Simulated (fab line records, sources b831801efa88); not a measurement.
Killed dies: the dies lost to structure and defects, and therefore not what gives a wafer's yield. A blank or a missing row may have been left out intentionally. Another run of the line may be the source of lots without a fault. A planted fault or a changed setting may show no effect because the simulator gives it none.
Which tool did it? | flow sky130 | 9 lots with 27 wafers sampled at 5 steps, on a route of 708 steps

WHAT EACH GAUGE READ, for each wafer
SKY_PWDE_OVL_MEAS_07. Usual: for PWDE_OVL the level is 0.2 nm and the standard deviation is 1.3.
lot  | measured    | on         | PWDE_OVL (nm)  | flag
L465 | day 3 19:22 | overlay-02 | -0.8 -0.3 1.4  |
L466 | day 3 23:50 | overlay-01 | 0.3 2.0 1.2    |
L467 | day 4 05:17 | overlay-02 | -0.7 -1.5 -2.6 |
L475 | day 6 04:48 | overlay-01 | -0.3 0.8 0.4   |
L477 | day 6 16:37 | overlay-02 | 0.2 -0.7 -0.4  |
L479 | day 7 00:45 | overlay-02 | 1.1 1.5 1.3    |
L480 | day 7 12:37 | overlay-02 | -1.3 0.4 -2.8  |
L487 | day 8 22:06 | overlay-01 | -0.8 0.3 -1.5  |
L488 | day 9 11:52 | overlay-01 | -0.6 -2.1 -3.5 |

SKY_NWELL_OVL_MEAS_23. Usual: for NWELL_01_OVL the level is -0.4 nm and the standard deviation is 1.6.
lot  | measured     | on         | NWELL_01_OVL (nm) | flag
L465 | day 5 07:08  | overlay-01 | 0.1 0.5 -0.2      |
L466 | day 5 11:44  | overlay-02 | -1.9 -1.2 0.0     |
L467 | day 5 17:26  | overlay-01 | -0.3 0.8 0.0      |
L475 | day 7 18:41  | overlay-01 | -2.0 -4.3 -1.7    |
L477 | day 8 10:16  | overlay-02 | -0.9 -1.0 -1.5    |
L479 | day 8 14:53  | overlay-02 | -2.2 0.4 -1.2     |
L480 | day 9 06:50  | overlay-01 | 0.5 -0.5 -1.4     |
L487 | day 10 19:07 | overlay-02 | 2.3 2.3 1.6       |
L488 | day 11 09:53 | overlay-02 | -1.6 0.5 -0.3     |

SKY_VT_ADJUST_LVTN_OVL_MEAS_18. Usual: for VT_ADJUST_LVTN_01_OVL the level is -1.0 nm and the standard deviation is 1.3.
lot  | measured     | on         | VT_ADJUST_LVTN_01_OVL (nm) | flag
L465 | day 7 16:46  | overlay-01 | 0.8 -0.1 0.1               |
L466 | day 7 18:21  | overlay-02 | -1.1 -2.0 -2.5             |
L467 | day 8 08:38  | overlay-01 | -1.6 -1.3 -0.4             |
L475 | day 10 13:23 | overlay-01 | -2.1 -1.8 -2.6             |
L477 | day 11 05:28 | overlay-01 | -1.4 0.6 -0.2              |
L479 | day 11 11:31 | overlay-02 | -2.0 -2.3 -0.6             |
L480 | day 12 03:31 | overlay-02 | -1.6 -1.5 -2.5             |
L487 | day 13 21:26 | overlay-01 | -2.4 -2.6 -1.0             |
L488 | day 14 13:26 | overlay-01 | -1.6 0.3 -0.4              |

SKY_VT_ADJUST_NCORE_TW_MEAS_11. Usual: for VT_ADJUST_NCORE_TW the level is 219.7 and the standard deviation is 2.6.
lot  | measured     | on            | VT_ADJUST_NCORE_TW | flag
L465 | day 8 13:43  | film metro-04 | 224.3 224.1 222.9  |
L466 | day 8 15:34  | film metro-02 | 217.4 216.9 218.1  |
L467 | day 9 06:06  | film metro-03 | 218.0 218.8 218.3  |
L475 | day 11 13:08 | film metro-04 | 208.6 207.4 207.6  | OFF
L477 | day 12 06:35 | film metro-02 | 203.8 204.2 204.0  | OFF
L479 | day 12 12:23 | film metro-03 | 217.2 217.9 217.0  |
L480 | day 13 03:51 | film metro-03 | 217.6 218.1 217.7  |
L487 | day 15 00:02 | film metro-03 | 217.6 217.3 217.3  |
L488 | day 15 16:52 | film metro-02 | 215.2 215.7 215.4  |

WHAT TOOL EACH LOT RAN ON (gives the tool, then ch and the chambers of the sampled wafers, and finally the start)
lot  | SKY_VT_ADJUST_NCORE_IMPLANT_09
L465 | implanter-04 ch 0, day 8 13:30
L466 | implanter-04 ch 0, day 8 15:19
L467 | implanter-03 ch 0, day 9 05:51
L475 | implanter-03 ch 0, day 11 12:53
L477 | implanter-03 ch 0, day 12 06:23
L479 | implanter-02 ch 0, day 12 12:10
L480 | implanter-02 ch 0, day 13 03:37
L487 | implanter-02 ch 0, day 14 23:47
L488 | implanter-03 ch 0, day 15 16:37
- SKY_VT_ADJUST_NCORE_IMPLANT_09

WHAT THE TOOLS THEMSELVES READ (means of the sampled wafers that have a number; where no wafer has one, the mark that the record gives instead)
SKY_VT_ADJUST_NCORE_IMPLANT_09. Usual: 9.999 for beam energy keV, sd 0.0036.
lot  | tool         | beam energy keV | flag
L465 | implanter-04 | 9.996           |
L466 | implanter-04 | 9.999           |
L467 | implanter-03 | 10.003          |
L475 | implanter-03 | 7.301           | OFF
L477 | implanter-03 | 7.301           | OFF
L479 | implanter-02 | 9.999           |
L480 | implanter-02 | 9.998           |
L487 | implanter-02 | 10.002          |
L488 | implanter-03 | 9.999           |

THE ANSWER, worked out from the rows above alone
Rule: take the mean of a lot's wafers that have a number; if it is more than 3 standard deviations from the usual mean, the lot is off. A lot without any number at a reading at which 4 lots or more have one is off too. Any other lot the step has rows for is counted as sound. Order of review: gauges by route order, followed by the tools' own readings, for which a lot's mean as printed above is used. The first step at which some lot is off is used, and at that step the reading that is off furthest; a lot without a number counts as furthest.
Off: at SKY_VT_ADJUST_NCORE_TW_MEAS_11 (VT_ADJUST_NCORE_TW), L475, L477.
If a tool, at a process step before that reading, ran all the lots that are off and no sound lot after the first of them, it fits. Not tried: the gauges at SKY_VT_ADJUST_NCORE_TW_MEAS_11; whatever is off there is also off at SKY_VT_ADJUST_NCORE_IMPLANT_09, on other tools, and gauge error can't account for it. No candidate that was tried fits.

WHAT WAS PUT IN BY THE SIMULATOR
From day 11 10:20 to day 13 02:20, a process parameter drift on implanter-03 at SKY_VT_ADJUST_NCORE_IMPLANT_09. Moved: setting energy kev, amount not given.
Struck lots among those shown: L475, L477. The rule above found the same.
